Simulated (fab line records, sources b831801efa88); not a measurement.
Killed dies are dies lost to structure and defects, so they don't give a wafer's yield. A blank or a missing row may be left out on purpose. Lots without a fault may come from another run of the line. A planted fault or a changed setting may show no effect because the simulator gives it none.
Which tool did it? | flow gf180mcu | 12 lots, 36 wafers sampled, at 2 steps of a route of 602

WHAT THE GAUGES READ, wafer by wafer
GF_M2_CD_MEAS_14: target cd 280 nm.
lot  | measured     | on        | cd_nm (nm)
L945 | day 19 00:37 | cd_sem-02 | 278.7 279.3 279.1
L947 | day 20 01:54 | cd_sem-01 | 279.3 279.8 279.7
L948 | day 20 04:43 | cd_sem-01 | 280.1 279.9 280.4
L949 | day 21 00:53 | cd_sem-02 | 279.4 279.0 279.6
L951 | day 21 13:19 | cd_sem-02 | 282.3 281.0 282.0
L956 | day 23 11:40 | cd_sem-02 | 281.6 280.9 280.7
L957 | day 23 19:47 | cd_sem-01 | 279.2 279.4 278.4
L958 | day 24 01:59 | cd_sem-02 | 280.2 280.7 281.4
L962 | day 25 06:29 | cd_sem-02 | 281.5 280.0 280.8
L963 | day 25 17:23 | cd_sem-02 | 279.0 279.1 279.1
L966 | day 26 11:18 | cd_sem-01 | 280.5 279.8 278.7
L967 | day 26 17:31 | cd_sem-02 | 279.5 278.2 279.5

GF_V2_THK_MEAS_03.
lot  | measured     | on            | V2_CVD_02_THK (nm)
L945 | day 19 01:38 | film_metro-01 | 836 836 862
L947 | day 20 03:03 | film_metro-01 | 848 868 860
L948 | day 20 05:51 | film_metro-02 | 841 872 853
L949 | day 21 01:55 | film_metro-01 | 860 863 847
L951 | day 21 14:20 | film_metro-02 | 853 846 848
L956 | day 23 12:43 | film_metro-04 | 859 871 868
L957 | day 23 20:56 | film_metro-04 | 843 853 861
L958 | day 24 03:08 | film_metro-04 | 846 858 866
L962 | day 25 07:38 | film_metro-02 | 839 835 847
L963 | day 25 18:23 | film_metro-04 | 833 833 856
L966 | day 26 12:23 | film_metro-02 | 837 850 849
L967 | day 26 18:34 | film_metro-01 | 854 855 855

WHICH TOOL RAN EACH LOT (tool, then ch and the chambers of the sampled wafers, then the start)
The record holds no process step before these readings.

WHAT THE TOOLS THEMSELVES READ (means of the sampled wafers that have a number; where no wafer has one, the mark that the record gives instead)
The record holds no such reading with a usual standard deviation.

THE ANSWER, worked out from the rows above alone
Rule: what is usual is taken from the lots themselves. Put in order of their means at a reading, lots are off if they are a third of the lots or fewer, leave a main group of 4 or more, and stand apart from it by a gap of 3 or more times the standard deviation of the main group's means; of several such gaps the widest counts. A main group whose means are all the same, to the digits that the tables above print for the reading, isn't used. A lot without any number at a reading at which 4 lots or more have one is off too. The other lots that the step has rows for count as sound. The gauges are gone through in route order, then the tools' own readings, and for those a lot's mean is taken as printed above. The first step at which some lot is off is used, and at that step the reading that is off furthest; a lot without a number counts as furthest.
No lot is off at any reading shown: from this, nothing can be told.

WHAT THE SIMULATOR HAD PUT IN
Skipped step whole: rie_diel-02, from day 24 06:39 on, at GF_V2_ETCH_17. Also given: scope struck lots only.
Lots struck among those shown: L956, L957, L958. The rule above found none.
